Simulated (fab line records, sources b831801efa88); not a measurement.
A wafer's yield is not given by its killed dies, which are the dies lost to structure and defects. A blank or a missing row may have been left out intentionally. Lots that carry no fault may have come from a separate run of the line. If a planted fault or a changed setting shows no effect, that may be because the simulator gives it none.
Chamber matching    flow sfq-line    SFQ_TRILAYER_A5B_DEP_PECVD_129 on pecvd-01 has 3 sister chambers
The step deposits SiO2 from SiH4/N2O, time 133.33 s, target thk 600 nm. 6 wafers are shown with their chamber, then 7 later ones without.

EACH WAFER AND ITS CHAMBER
wafer   chamber  heater-power-w (W)  throttle-valve-pct (%)
L956.5  0        71                  27.0
L958.1  2        79                  25.9
L958.3  1        105                 28.8
L958.5  1        109                 29.1
L959.3  2        66                  25.8
L959.4  0        71                  26.7

WAFERS MISSING THEIR CHAMBER
wafer   heater-power-w (W)  throttle-valve-pct (%)
L959.5  71                  26.1
L960.2  69                  25.9
L960.4  109                 29.0
L960.6  68                  27.1
L961.1  71                  26.9
L961.3  110                 29.2
L961.5  119                 29.4

WHICH CHAMBER EACH WENT THROUGH
wafer   from the rows above  in truth
L959.5  2                    2
L960.2  2                    2
L960.4  1                    1
L960.6  0                    0
L961.1  0                    0
L961.3  1                    1
L961.5  1                    1
Correctly placed: 7 of 7. Can't be placed from these rows: 0. 0 placed wrongly.
How it was worked out, from the rows above alone: a wafer's distance from a chamber is the root of the sum, over the readings, of the square of ((its reading less the chamber's mean) divided by the reading's scatter). The wafer belongs to the nearest chamber; if the next one is less than 2 further off, it can't be placed. A chamber's mean is the mean of its shown wafers. The scatter: the root of (the sum of the squares of (reading less its chamber's mean) over the shown wafers, divided by (wafers less chambers)).
